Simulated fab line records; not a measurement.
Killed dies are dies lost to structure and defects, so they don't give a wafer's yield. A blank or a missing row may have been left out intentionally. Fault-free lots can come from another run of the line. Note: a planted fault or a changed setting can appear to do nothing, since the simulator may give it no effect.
Comparing a struck lot with a sound one / flow sky130 / 19 steps out of a route of 708
Sound: the wafers L663.2, L663.3, L663.6. Wafers struck: L672.3, L672.4, L672.5. The cause is named last.
At each step with rows: each side's tool, then ch and its chambers, then its first start. Under that, the readings that differ: sound wafers / struck wafers / difference of the means / sigmas: that difference in standard deviations of wafers without a fault.
alike: readings with means less than 2 such deviations apart, plus words and numbers identical on both sides. not compared: withheld readings, readings lacking a value on some wafer, bounds such as >300 that could conceal the same value, and numbers that have no deviation in the record and whose values overlap.
Wherever a step has rows on one side only, a row that says differs or no value, or a row with sigmas, the two part there. Non-overlapping numbers with no deviation appear without sigmas and do not part them. Lack of a reading on every wafer of one side parts them only where that side has two or more wafers.

first, 1 step without rows for these wafers: SKY_LDD_HVP_IMPLANT_08.
SKY_LDD_HVP_STRIP_09: strips in O2/N2.
  sound on plasma-asher-01 ch 0,1, day 23 23:25; struck on plasma-asher-01 ch 0,1, day 27 10:30
  alike: drypump-motor-current-A, o2-flow-sccm, oes-product-au, strip-time-to-endpoint-s
  not compared: rf-hours-counter-h
SKY_LDD_HVP_TW_MEAS_10:
  struck on film-metro-01, day 27 10:35; sound on film-metro-01, day 23 23:31
  alike: LDD_HVP_TW
then, 7 steps without rows for these wafers: SKY_LDD_LDN_DEHYDRATE_00 (time 60 s); SKY_LDD_LDN_HMDS_01 (prime time 60 s); SKY_LDD_LDN_COAT_02 (resist thk 1140 nm); SKY_LDD_LDN_SOFTBAKE_03 (time 60 s); SKY_LDD_LDN_EXPOSE_04 (exposes mask LDNTM, target cd 700 nm); SKY_LDD_LDN_PEB_05; SKY_LDD_LDN_DEVELOP_06 (develop time 60 s).
SKY_LDD_LDN_OVL_MEAS_07:
  struck on overlay-01, day 28 15:34; sound on overlay-01, day 25 05:46
  alike: LDD_LDN_OVL
following that, these wafers have no rows for 1 step: SKY_LDD_LDN_IMPLANT_08.
SKY_LDD_LDN_IMPLANT_09:
  sound on implanter-04 ch 0, day 25 05:58; struck on implanter-04 ch 0, day 28 16:06
  alike: faraday-current-uA
then, 2 steps without rows for these wafers: SKY_LDD_LDN_IMPLANT_10; SKY_LDD_LDN_IMPLANT_11.
SKY_LDD_LDN_STRIP_12: strips in O2/N2.
  sound on plasma-asher-04 ch 0,1, day 25 06:24; struck on plasma-asher-03 ch 0,1, day 28 16:43
  alike: drypump-motor-current-A, o2-flow-sccm, oes-product-au, strip-time-to-endpoint-s
  not compared: rf-hours-counter-h
SKY_LDD_LDN_TW_MEAS_13:
  struck on film-metro-03, day 28 16:48; sound on film-metro-02, day 25 06:31
reading=LDD_LDN_TW; sound=1500 1491 1488; struck=1586 1589 1593; difference=+96; sigmas=+8
then, 1 step without rows for these wafers: SKY_LDD_LDN_CLEAN_14 (cleans in SC1/SC2, time 150 s).
-- record jumps: 21 days separate the struck wafers' starts on either side; left off in module LDD_LDN, taken up again in module PAD_OPEN, whose first shown step is the route's number 708 --
SKY_PAD_OPEN_PROBE_99:
  struck on prober-01, day 49 17:19; sound on prober-02, day 47 13:45
reading=model.etest.tip-sonos.rs-ohm-sq; sound=2609 2631 2637; struck=2342 2401 2378; difference=-252; sigmas=
  alike: killed_at_M0_to_M3, killed_at_M4_up, killed-at-contacts, killed-at-front-end, killed-at-other, killed-dies, killed-open, killed-short

WHERE THEY PART
SKY_LDD_LDN_TW_MEAS_13 only, going by this record. Later steps at which nothing parts them and some readings are alike: SKY_PAD_OPEN_PROBE_99.

WHY: what the simulator had put in
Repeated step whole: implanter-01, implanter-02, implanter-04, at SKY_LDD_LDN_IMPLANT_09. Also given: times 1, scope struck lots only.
